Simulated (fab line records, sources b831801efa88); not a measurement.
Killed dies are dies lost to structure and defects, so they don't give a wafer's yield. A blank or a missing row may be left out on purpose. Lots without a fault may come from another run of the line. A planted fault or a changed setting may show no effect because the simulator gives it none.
Which tool did it? | flow gf180mcu | 13 lots, 39 wafers sampled, at 5 steps of a route of 602

WHAT THE GAUGES READ, wafer by wafer
GF_PSD_TW_MEAS_11. Usual: PSD_TW 3221, standard deviation 28.
lot  | measured     | on            | PSD_TW         | flag
L859 | day 14 08:48 | film_metro-01 | 3225 3265 3246 |
L860 | day 14 16:54 | film_metro-04 | 3206 3212 3184 |
L861 | day 14 21:01 | film_metro-01 | 3244 3248 3257 |
L864 | day 15 20:40 | film_metro-01 | 3248 3255 3252 |
L865 | day 16 05:29 | film_metro-02 | 3209 3209 3200 |
L866 | day 16 17:01 | film_metro-02 | 30 30 30       | OFF
L868 | day 17 06:27 | film_metro-01 | 3248 3260 3272 |
L875 | day 19 20:36 | film_metro-04 | 3188 3176 3186 |
L876 | day 20 06:46 | film_metro-04 | 3180 3182 3183 |
L877 | day 20 15:01 | film_metro-01 | 3252 3262 3245 |
L878 | day 20 22:33 | film_metro-02 | 3202 3197 3229 |
L880 | day 21 20:19 | film_metro-02 | 3201 3229 3213 |
L881 | day 22 08:25 | film_metro-02 | 3199 3208 3195 |

GF_M1_OVL_MEAS_15. Usual: M1_OVL -2 nm, standard deviation 5.7.
lot  | measured     | on         | M1_OVL (nm) | flag
L859 | day 17 06:42 | overlay-01 | 0 -3 -8     |
L860 | day 17 14:55 | overlay-01 | -10 -8 -8   |
L861 | day 17 19:04 | overlay-01 | -1 -4 -9    |
L864 | day 18 21:08 | overlay-02 | -11 2 -8    |
L865 | day 19 06:41 | overlay-02 | 3 -5 4      |
L866 | day 19 20:17 | overlay-02 | -4 -3 -8    |
L868 | day 20 10:04 | overlay-01 | 1 -5 6      |
L875 | day 22 23:38 | overlay-02 | -5 2 2      |
L876 | day 23 09:11 | overlay-01 | -4 1 3      |
L877 | day 23 16:57 | overlay-02 | -5 -3 -1    |
L878 | day 23 23:08 | overlay-02 | -7 -6 -9    |
L880 | day 24 19:32 | overlay-02 | 2 -9 -8     |
L881 | day 25 07:40 | overlay-01 | -7 -6 -6    |

GF_V1_OVL_MEAS_15. Usual: V1_OVL 0 nm, standard deviation 5.6.
lot  | measured     | on         | V1_OVL (nm) | flag
L859 | day 18 07:18 | overlay-01 | 0 1 -3      |
L860 | day 18 15:56 | overlay-01 | 1 -5 1      |
L861 | day 18 20:27 | overlay-01 | 2 1 3       |
L864 | day 19 23:00 | overlay-01 | -4 4 -6     |
L865 | day 20 07:39 | overlay-01 | -1 1 -7     |
L866 | day 20 22:20 | overlay-02 | -4 -6 0     |
L868 | day 21 11:28 | overlay-02 | 3 -2 5      |
L875 | day 23 23:44 | overlay-01 | -17 -8 -3   |
L876 | day 24 09:08 | overlay-02 | -5 -3 1     |
L877 | day 24 17:38 | overlay-02 | 1 -3 7      |
L878 | day 24 22:52 | overlay-02 | -2 4 3      |
L880 | day 25 18:05 | overlay-02 | 4 -5 2      |
L881 | day 26 06:17 | overlay-02 | 8 9 1       |

WHICH TOOL RAN EACH LOT (tool, then ch and the chambers of the sampled wafers, then the start)
lot  | GF_NSD_STRIP_11                      | GF_PSD_STRIP_10
L859 | plasma_asher-02 ch 0,1, day 13 11:49 | plasma_asher-04 ch 0,1, day 14 08:42
L860 | plasma_asher-01 ch 0,1, day 13 20:08 | plasma_asher-03 ch 0,1, day 14 16:48
L861 | plasma_asher-04 ch 0,1, day 14 00:01 | plasma_asher-04 ch 0, day 14 20:54
L864 | plasma_asher-04 ch 0,1, day 14 22:14 | plasma_asher-02 ch 0,1, day 15 20:34
L865 | plasma_asher-02 ch 0,1, day 15 07:05 | plasma_asher-02 ch 0,1, day 16 05:23
L866 | plasma_asher-04 ch 0, day 15 18:25   | plasma_asher-02 ch 1, day 16 16:54
L868 | plasma_asher-02 ch 0,1, day 16 08:31 | plasma_asher-03 ch 0,1, day 17 06:22
L875 | plasma_asher-02 ch 0,1, day 18 18:38 | plasma_asher-03 ch 0,1, day 19 20:30
L876 | plasma_asher-02 ch 0,1, day 19 06:18 | plasma_asher-03 ch 0,1, day 20 06:40
L877 | plasma_asher-01 ch 0,1, day 19 14:04 | plasma_asher-03 ch 0,1, day 20 14:54
L878 | plasma_asher-02 ch 0,1, day 19 21:41 | plasma_asher-04 ch 0, day 20 22:27
L880 | plasma_asher-04 ch 0,1, day 20 20:27 | plasma_asher-02 ch 0,1, day 21 20:14
L881 | plasma_asher-02 ch 0,1, day 21 08:21 | plasma_asher-04 ch 0,1, day 22 08:19
- GF_NSD_STRIP_11: strips in O2/N2.
- GF_PSD_STRIP_10: strips in O2/N2.

WHAT THE TOOLS THEMSELVES READ (means of the sampled wafers that have a number; where no wafer has one, the mark that the record gives instead)
GF_NSD_STRIP_11. Usual: chamber_pressure_mTorr 1500.1 mTorr, standard deviation 1.5; drypump_motor_current_A 5.5 A, standard deviation 0.46; heater_power_w 336 W, standard deviation 19; oes_product_au 0.487 a.u., standard deviation 0.0045; strip_time_to_endpoint_s 22.97 s, standard deviation 0.036.
lot  | tool            | chamber_pressure_mTorr (mTorr) | drypump_motor_current_A (A) | heater_power_w (W) | oes_product_au (a.u.) | strip_time_to_endpoint_s (s) | flag
L859 | plasma_asher-02 | 1502.2                         | 5.1                         | 354                | 0.489                 | 22.99                        |
L860 | plasma_asher-01 | 1499.1                         | 5.8                         | 331                | 0.489                 | 22.96                        |
L861 | plasma_asher-04 | 1500.6                         | 6.0                         | 327                | 0.486                 | 23.01                        |
L864 | plasma_asher-04 | 1500.2                         | 5.6                         | 336                | 0.492                 | 23.00                        |
L865 | plasma_asher-02 | 1499.6                         | 5.1                         | 352                | 0.491                 | 22.97                        |
L866 | plasma_asher-04 | 1500.8                         | 6.2                         | 314                | 0.331                 | -                            | OFF
L868 | plasma_asher-02 | 1499.7                         | 5.2                         | 337                | 0.492                 | 22.93                        |
L875 | plasma_asher-02 | 1499.4                         | 5.1                         | 351                | 0.487                 | 22.94                        |
L876 | plasma_asher-02 | 1500.2                         | 5.2                         | 335                | 0.488                 | 22.95                        |
L877 | plasma_asher-01 | 1499.2                         | 5.8                         | 326                | 0.486                 | 22.96                        |
L878 | plasma_asher-02 | 1500.2                         | 5.2                         | 336                | 0.487                 | 22.94                        |
L880 | plasma_asher-04 | 1500.3                         | 5.7                         | 339                | 0.485                 | 23.01                        |
L881 | plasma_asher-02 | 1498.4                         | 5.1                         | 353                | 0.480                 | 23.03                        |

GF_PSD_STRIP_10. Usual: chamber_pressure_mTorr 1500.1 mTorr, standard deviation 1.4; drypump_motor_current_A 5.6 A, standard deviation 0.47; heater_power_w 329 W, standard deviation 27; oes_product_au 0.592 a.u., standard deviation 0.0043; strip_time_to_endpoint_s 16.53 s, standard deviation 0.037.
lot  | tool            | chamber_pressure_mTorr (mTorr) | drypump_motor_current_A (A) | heater_power_w (W) | oes_product_au (a.u.) | strip_time_to_endpoint_s (s) | flag
L859 | plasma_asher-04 | 1499.2                         | 5.7                         | 334                | 0.586                 | 16.58                        |
L860 | plasma_asher-03 | 1501.0                         | 5.8                         | 315                | 0.590                 | 16.55                        |
L861 | plasma_asher-04 | 1500.8                         | 6.3                         | 316                | 0.593                 | 16.58                        |
L864 | plasma_asher-02 | 1499.2                         | 5.2                         | 330                | 0.589                 | 16.50                        |
L865 | plasma_asher-02 | 1499.7                         | 5.1                         | 349                | 0.591                 | 16.51                        |
L866 | plasma_asher-02 | 1500.2                         | 5.0                         | 367                | 0.644                 | 26.76                        | OFF
L868 | plasma_asher-03 | 1500.6                         | 6.0                         | 287                | 0.591                 | 16.54                        |
L875 | plasma_asher-03 | 1499.6                         | 6.0                         | 301                | 0.591                 | 16.54                        |
L876 | plasma_asher-03 | 1498.7                         | 6.0                         | 297                | 0.593                 | 16.52                        |
L877 | plasma_asher-03 | 1499.2                         | 6.0                         | 296                | 0.591                 | 16.51                        |
L878 | plasma_asher-04 | 1501.8                         | 6.3                         | 313                | 0.593                 | 16.52                        |
L880 | plasma_asher-02 | 1498.9                         | 5.1                         | 348                | 0.595                 | 16.56                        |
L881 | plasma_asher-04 | 1500.6                         | 5.7                         | 343                | 0.595                 | 16.53                        |

THE ANSWER, worked out from the rows above alone
Rule: a lot is off if the mean of its wafers that have a number lies more than 3 standard deviations from the usual mean. A lot without any number at a reading at which 4 lots or more have one is off too. The other lots that the step has rows for count as sound. The gauges are gone through in route order, then the tools' own readings, and for those a lot's mean is taken as printed above. The first step at which some lot is off is used, and at that step the reading that is off furthest; a lot without a number counts as furthest.
Off: L866, at GF_PSD_TW_MEAS_11 (PSD_TW).
A tool fits if, at a process step before that reading, it ran every lot that is off, and no sound lot after the first of them. The gauges at GF_PSD_TW_MEAS_11 aren't tried: what is off there is off at GF_NSD_STRIP_11 too, on other tools, and a gauge's error can't cause that. None of those tried fits.

WHAT THE SIMULATOR HAD PUT IN
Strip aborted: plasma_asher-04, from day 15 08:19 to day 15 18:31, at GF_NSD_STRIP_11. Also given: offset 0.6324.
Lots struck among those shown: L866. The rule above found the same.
